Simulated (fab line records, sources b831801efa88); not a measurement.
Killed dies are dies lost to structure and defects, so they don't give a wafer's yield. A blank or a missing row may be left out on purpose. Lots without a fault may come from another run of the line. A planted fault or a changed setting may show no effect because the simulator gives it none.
Chamber matching | flow sky130 | SKY_VIA3_ETCH_15 on rie_diel-03: 4 sister chambers
The step etches SiO2 in C4F8/O2/Ar, stops on TiN, target depth 507 nm, time 78 s. 8 wafers are shown with their chamber, then 12 later ones without.

WAFERS WITH THEIR CHAMBER
wafer  | chamber | oes_product_au (a.u.)
L078.2 | 0       | 0.932
L080.3 | 1       | 0.932
L084.3 | 3       | 0.934
L084.5 | 2       | 0.939
L084.6 | 1       | 0.936
L087.2 | 2       | 0.940
L087.3 | 0       | 0.934
L087.6 | 3       | 0.936

WAFERS WITHOUT THEIR CHAMBER
wafer  | oes_product_au (a.u.)
L090.1 | 0.940
L090.2 | 0.937
L090.6 | 0.936
L091.1 | 0.933
L091.3 | 0.944
L091.5 | 0.941
L093.1 | 0.943
L093.2 | 0.933
L093.3 | 0.934
L093.4 | 0.930
L093.5 | 0.945
L093.6 | 0.931

WHICH CHAMBER EACH WENT THROUGH
wafer  | from the rows above               | in truth
L090.1 | 2                                 | 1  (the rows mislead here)
L090.2 | can't be placed: 3 or 2 or 1 or 0 | 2
L090.6 | can't be placed: 3 or 1 or 0 or 2 | 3
L091.1 | can't be placed: 0 or 1 or 3      | 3
L091.3 | 2                                 | 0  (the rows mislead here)
L091.5 | 2                                 | 2
L093.1 | 2                                 | 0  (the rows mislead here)
L093.2 | can't be placed: 0 or 1 or 3      | 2
L093.3 | can't be placed: 1 or 0 or 3      | 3
L093.4 | can't be placed: 0 or 1 or 3      | 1
L093.5 | 2                                 | 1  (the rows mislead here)
L093.6 | can't be placed: 0 or 1 or 3      | 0
Placed correctly: 1 of 12. Can't be placed from these rows: 7 (the true chamber is among the candidates in 6). Placed wrongly: 4.
How it was worked out, from the rows above alone: a wafer's distance from a chamber is the root of the sum, over the readings, of the square of ((its reading less the chamber's mean) divided by the reading's scatter). The wafer belongs to the nearest chamber; if the next one is less than 2 further off, it can't be placed. A chamber's mean is the mean of its shown wafers. The scatter: the root of (the sum of the squares of (reading less its chamber's mean) over the shown wafers, divided by (wafers less chambers)).
